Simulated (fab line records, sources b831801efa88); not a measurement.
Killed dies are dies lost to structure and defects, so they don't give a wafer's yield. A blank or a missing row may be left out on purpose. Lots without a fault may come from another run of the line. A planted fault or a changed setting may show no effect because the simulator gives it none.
Tool commonality check | flow sky130 | 12 lots, 35 wafers sampled

WHY IT WAS OPENED
At SKY_VIA3_THK_MEAS_01 the reading VIA3_HDPCVD_THK is flagged on 1 of 12 lots. Wafers without a fault read 1629 nm, standard deviation 15.
Rule: a lot is flagged when every wafer of it that has a number lies more than 4 standard deviations from that mean, or none has a number. The other lots count as sound.

lot  | measured     | on            | VIA3_HDPCVD_THK (nm), wafer by wafer | flag
L904 | day 38 13:07 | film_metro-03 | 1620 1634 1642                       |
L906 | day 39 06:27 | film_metro-03 | 1646 1643 1635                       |
L907 | day 40 00:49 | film_metro-03 | 1625 1605 1638                       |
L910 | day 40 02:22 | film_metro-04 | 1621 1633 1621                       |
L913 | day 41 02:49 | film_metro-02 | 1113 1127                            | FLAGGED
L921 | day 43 13:44 | film_metro-03 | 1614 1608 1622                       |
L922 | day 43 16:04 | film_metro-03 | 1593 1619 1609                       |
L923 | day 44 03:48 | film_metro-03 | 1649 1626 1627                       |
L925 | day 44 06:13 | film_metro-02 | 1629 1604 1623                       |
L924 | day 44 06:19 | film_metro-04 | 1645 1629 1626                       |
L926 | day 44 13:16 | film_metro-03 | 1639 1632 1650                       |
L927 | day 44 17:22 | film_metro-02 | 1652 1645 1661                       |
The numbers of the flagged lots are 1120 nm on average: -509 nm against the usual, or -34 standard deviations.

WHICH TOOL RAN EACH LOT
The record holds 2 process steps before the reading, out of a route of 708 steps. In each cell: the tool, then ch and the chambers that the sampled wafers went through, then the start.
lot  | flag    | SKY_METAL1_STRIP_20                  | SKY_VIA3_HDPCVD_00
L904 |         | plasma_asher-01 ch 0,1, day 32 16:56 | hdpcvd-01 ch 0,2, day 38 12:57
L906 |         | plasma_asher-04 ch 0,1, day 33 15:06 | hdpcvd-01 ch 0,2, day 39 06:16
L907 |         | plasma_asher-04 ch 0,1, day 34 08:31 | hdpcvd-01 ch 0,1,2, day 40 00:39
L910 |         | plasma_asher-02 ch 0,1, day 34 11:34 | hdpcvd-02 ch 0,1, day 40 02:10
L913 | FLAGGED | plasma_asher-01 ch 0,1, day 35 12:38 | hdpcvd-02 ch 0,1, day 41 02:41
L921 |         | plasma_asher-04 ch 0,1, day 38 07:22 | hdpcvd-01 ch 1,2, day 43 13:29
L922 |         | plasma_asher-02 ch 0,1, day 38 10:49 | hdpcvd-02 ch 0,2, day 43 15:53
L923 |         | plasma_asher-01 ch 1, day 38 20:32   | hdpcvd-01 ch 0,2, day 44 03:38
L925 |         | plasma_asher-01 ch 0,1, day 38 23:25 | hdpcvd-02 ch 1,2, day 44 06:03
L924 |         | plasma_asher-01 ch 0,1, day 38 21:59 | hdpcvd-01 ch 1,2, day 44 06:08
L926 |         | plasma_asher-04 ch 0, day 39 07:08   | hdpcvd-01 ch 0,2, day 44 13:06
L927 |         | plasma_asher-02 ch 0,1, day 39 13:52 | hdpcvd-01 ch 0,1,2, day 44 17:11
What these steps do:
- SKY_METAL1_STRIP_20: strips in O2/N2.
- SKY_VIA3_HDPCVD_00: deposits SiO2, target thk 1635 nm, time 272.5 s.
- SKY_VIA3_THK_MEAS_01

FLAGGED OVER TOTAL, TOOL BY TOOL (the gauges that took the reading come last)
step                 | tool            | lots run | flagged | share of the flagged lots | sound lots run after its first flagged lot
SKY_METAL1_STRIP_20  | plasma_asher-01 | 5        | 1       | all                       | 3 (L923,L924,L925)
SKY_METAL1_STRIP_20  | plasma_asher-02 | 3        | 0       | none                      | -
SKY_METAL1_STRIP_20  | plasma_asher-04 | 4        | 0       | none                      | -
SKY_VIA3_HDPCVD_00   | hdpcvd-01       | 8        | 0       | none                      | -
SKY_VIA3_HDPCVD_00   | hdpcvd-02       | 4        | 1       | all                       | 2 (L922,L925)
SKY_VIA3_THK_MEAS_01 | film_metro-02   | 3        | 1       | all                       | 2 (L925,L927)
SKY_VIA3_THK_MEAS_01 | film_metro-03   | 7        | 0       | none                      | -
SKY_VIA3_THK_MEAS_01 | film_metro-04   | 2        | 0       | none                      | -

WHAT THE TABLE ALLOWS
3 rows of the table ran every flagged lot: plasma_asher-01 at SKY_METAL1_STRIP_20, hdpcvd-02 at SKY_VIA3_HDPCVD_00, film_metro-02 at SKY_VIA3_THK_MEAS_01.
- plasma_asher-01 at SKY_METAL1_STRIP_20: 1 of its 5 lots flagged. Sound lots ran on it after the first flagged one (L923, L924, L925), which a lasting fault on the whole tool wouldn't allow.
- hdpcvd-02 at SKY_VIA3_HDPCVD_00: 1 of its 4 lots flagged. Sound lots ran on it after the first flagged one (L922, L925), which a lasting fault on the whole tool wouldn't allow.
- film_metro-02 at SKY_VIA3_THK_MEAS_01: 1 of its 3 lots flagged. Sound lots ran on it after the first flagged one (L925, L927), which a lasting fault on the whole tool wouldn't allow.
No row of the table ran every flagged lot and no sound lot after the first.

WHAT THE SIMULATOR HAD PUT IN
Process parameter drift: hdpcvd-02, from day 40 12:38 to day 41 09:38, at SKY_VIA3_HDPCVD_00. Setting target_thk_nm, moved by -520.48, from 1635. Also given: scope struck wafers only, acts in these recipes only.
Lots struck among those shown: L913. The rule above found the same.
